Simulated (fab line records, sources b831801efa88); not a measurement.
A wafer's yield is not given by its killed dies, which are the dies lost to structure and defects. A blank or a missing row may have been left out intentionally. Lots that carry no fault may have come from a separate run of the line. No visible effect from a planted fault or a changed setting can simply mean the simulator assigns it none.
A struck lot beside a sound one || flow sky130 || 23 steps out of a route of 708
Sound: wafers L443.1, L443.5, L443.6. Struck: wafers L452.1, L452.2, L452.4. At the end, the cause is stated.
At each step with rows: each side's tool, then ch and its chambers, then its first start. Under that, the readings that differ: sound wafers || struck wafers || difference of the means || sigmas: that difference in standard deviations of wafers without a fault.
alike: words and numbers the same on both sides, and readings whose means are apart by under 2 such deviations; not compared: readings that were withheld, readings missing a value for some wafer, numbers with overlapping values and no deviation given by the record, and bounds like >300 which may hide the same value.
Wherever a step has rows on one side only, a row that says differs or no value, or a row with sigmas, the two part there. When numbers do not overlap yet have no deviation, they are printed without sigmas and do not part them. A reading missing from all wafers of one side parts the sides only when that side holds two or more wafers.

SKY_METAL3_ETCH_17: etches SiO2 in C4F8/O2/Ar, stops on TiN, time 3.9 s, target depth 15 nm.
  sound on rie diel-04 ch 0,1, day 38 22:49; struck on rie diel-04 ch 1,3, day 41 21:55
  alike: oes product au
  not compared: rf hours counter h
SKY_METAL3_METAL_ETCH_18: etches the open film in Cl2/BCl3, stops on SiO2, target depth 845 nm, time 183.1 s.
  sound on rie metal-02 ch 0,1, day 38 22:50; struck on rie metal-03 ch 0,1, day 41 21:56
  alike: drypump motor current A, oes product au, throttle valve pct
  not compared: rf hours counter h
SKY_METAL3_STRIP_19: strips in O2/N2.
  sound on plasma asher-04 ch 0,1, day 38 23:01; struck on plasma asher-01 ch 0,1, day 41 22:07
  alike: drypump motor current A, oes product au, strip time to endpoint s
  not compared: rf hours counter h
then, 4 steps without rows for these wafers: SKY_METAL3_STRIP_20 (strips in post etch residue remover, time 1200 s); SKY_METAL3_CLEAN_21 (cleans in IPA, time 180 s); SKY_METAL3_CLEAN_22 (cleans in O3/DIW); SKY_VIA3_HDPCVD_00 (deposits SiO2, target thk 1635 nm, time 272.5 s).
SKY_VIA3_THK_MEAS_01:
  sound on film metro-03, day 38 23:47; struck on film metro-02, day 41 22:54
  alike: VIA3_HDPCVD_THK
SKY_VIA3_CMP_02: polishes SiO2.
  sound on cmp-02 ch 1,2,3, day 38 23:59; struck on cmp-01 ch 0,1,2, day 41 23:01
  alike: motor current A
SKY_VIA3_BOW_MEAS_03:
  sound on film metro-03, day 39 00:08; struck on film metro-03, day 41 23:16
  alike: VIA3_BOW
then, 2 steps without rows for these wafers: SKY_VIA3_DEHYDRATE_04 (time 60 s); SKY_VIA3_HMDS_05 (prime time 60 s).
SKY_VIA3_COAT_06: resist thk 60 nm.
  sound on litho track-01 ch 0, day 39 12:08; struck on litho track-01 ch 0, day 42 10:02
{"reading": "spin speed rpm (rpm)", "sound": "3001.9 2999.7 3002.0", "struck": "3121.8 3118.3 3119.2", "difference": "+118.6", "sigmas": "+49"}
  alike: exhaust pa
  not compared: chill plate temp C
then, 5 steps without rows for these wafers: SKY_VIA3_COAT_07 (resist thk 450 nm); SKY_VIA3_SOFTBAKE_08 (time 90 s); SKY_VIA3_EXPOSE_09 (exposes mask VIM3, target cd 200 nm); SKY_VIA3_PEB_10; SKY_VIA3_DEVELOP_11 (develop time 60 s).
SKY_VIA3_CD_MEAS_12: the cd target is 200 nm.
  sound on cd sem-01, day 40 00:50; struck on cd sem-02, day 42 22:23
  alike: cd nm
SKY_VIA3_OVL_MEAS_13:
  sound on overlay-02, day 40 00:58; struck on overlay-02, day 42 22:31
  alike: VIA3_OVL
SKY_VIA3_ETCH_14: etches BARC in N2/H2, stops on SiO2, time 45.9 s, target depth 60 nm.
  sound on rie diel-04 ch 1,2, day 40 00:59; struck on rie diel-02 ch 0,2,3, day 42 22:33
{"reading": "oes product au (a.u.)", "sound": "0.853 0.857 0.855", "struck": "0.842 0.843 0.850", "difference": -0.010, "sigmas": -2}
{"reading": "model.etch.depth nm (nm)", "sound": "60.16 60.11 60.01", "struck": "58.74 58.66 58.89", "difference": -1.33, "sigmas": ""}
  alike: drypump motor current A, throttle valve pct
  not compared: rf hours counter h
SKY_VIA3_ETCH_15: etches SiO2 in C4F8/O2/Ar, stops on TiN, target depth 507 nm, time 78 s.
  sound on rie diel-04 ch 1,2, day 40 01:02; struck on rie diel-02 ch 0,2,3, day 42 22:35
  alike: oes product au
  not compared: rf hours counter h
-- the record jumps here: 6 days lie between the struck wafers' starts before and after (it left off in module VIA3 and takes up again in module PAD_OPEN, whose first step shown is number 708 of the route) --
SKY_PAD_OPEN_PROBE_99:
  record: rows for the struck wafers here (prober-01, day 48 10:39), none for the sound ones

WHERE THEY PART
At SKY_VIA3_COAT_06 first; at SKY_PAD_OPEN_PROBE_99 last (within this record only).

WHY: what had been put in by the simulator
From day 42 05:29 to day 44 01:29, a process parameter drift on litho track-01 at SKY_VIA3_COAT_06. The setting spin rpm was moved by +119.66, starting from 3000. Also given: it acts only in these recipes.
